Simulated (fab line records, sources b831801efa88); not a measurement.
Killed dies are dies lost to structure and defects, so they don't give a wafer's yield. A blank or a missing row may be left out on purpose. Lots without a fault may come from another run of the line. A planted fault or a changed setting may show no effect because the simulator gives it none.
Which tool did it? | flow sky130 | 7 lots, 21 wafers sampled, at 2 steps of a route of 708

WHAT THE GAUGES READ, wafer by wafer
SKY_VIA4_THK_MEAS_01.
lot  | measured     | on            | VIA4_HDPCVD_THK (nm)
L292 | day 42 00:11 | film_metro-03 | 1765 1761 1752
L294 | day 42 05:35 | film_metro-02 | 1749 1737 1743
L297 | day 43 19:53 | film_metro-04 | 1724 1728 1747
L299 | day 44 02:19 | film_metro-03 | 1741 1751 1744
L302 | day 44 17:24 | film_metro-02 | 1743 1726 1741
L311 | day 47 00:04 | film_metro-03 | 1756 2615 1769
L314 | day 47 19:51 | film_metro-04 | 1772 1744 1766

WHICH TOOL RAN EACH LOT (tool, then ch and the chambers of the sampled wafers, then the start)
lot  | SKY_VIA4_HDPCVD_00
L292 | hdpcvd-01 ch 0,1,2, day 42 00:01
L294 | hdpcvd-02 ch 0,1, day 42 05:19
L297 | hdpcvd-02 ch 0,1, day 43 19:42
L299 | hdpcvd-01 ch 0,2, day 44 02:08
L302 | hdpcvd-02 ch 0,1,2, day 44 17:13
L311 | hdpcvd-01 ch 1,2, day 46 23:53
L314 | hdpcvd-02 ch 0,2, day 47 19:40
- SKY_VIA4_HDPCVD_00: deposits SiO2, target thk 1750 nm, time 291.7 s.

THE ANSWER, worked out from the rows above alone
Rule: what is usual is taken from the lots themselves. Put in order of their means at a reading, lots are off if they are a third of the lots or fewer, leave a main group of 4 or more, and stand apart from it by a gap of 3 or more times the standard deviation of the main group's means; of several such gaps the widest counts. A main group whose means are all the same, to the digits that the tables above print for the reading, isn't used. A lot without any number at a reading at which 4 lots or more have one is off too. The other lots that the step has rows for count as sound.
Off: L311, at SKY_VIA4_THK_MEAS_01 (VIA4_HDPCVD_THK). The main group: mean 1746 nm, standard deviation 10.
A tool fits if, at a process step before that reading, it ran every lot that is off, and no sound lot after the first of them. The gauges at SKY_VIA4_THK_MEAS_01 are tried like those tools. Can't be told from this: 2 tools fit, hdpcvd-01 at SKY_VIA4_HDPCVD_00, film_metro-03 at SKY_VIA4_THK_MEAS_01.

WHAT THE SIMULATOR HAD PUT IN
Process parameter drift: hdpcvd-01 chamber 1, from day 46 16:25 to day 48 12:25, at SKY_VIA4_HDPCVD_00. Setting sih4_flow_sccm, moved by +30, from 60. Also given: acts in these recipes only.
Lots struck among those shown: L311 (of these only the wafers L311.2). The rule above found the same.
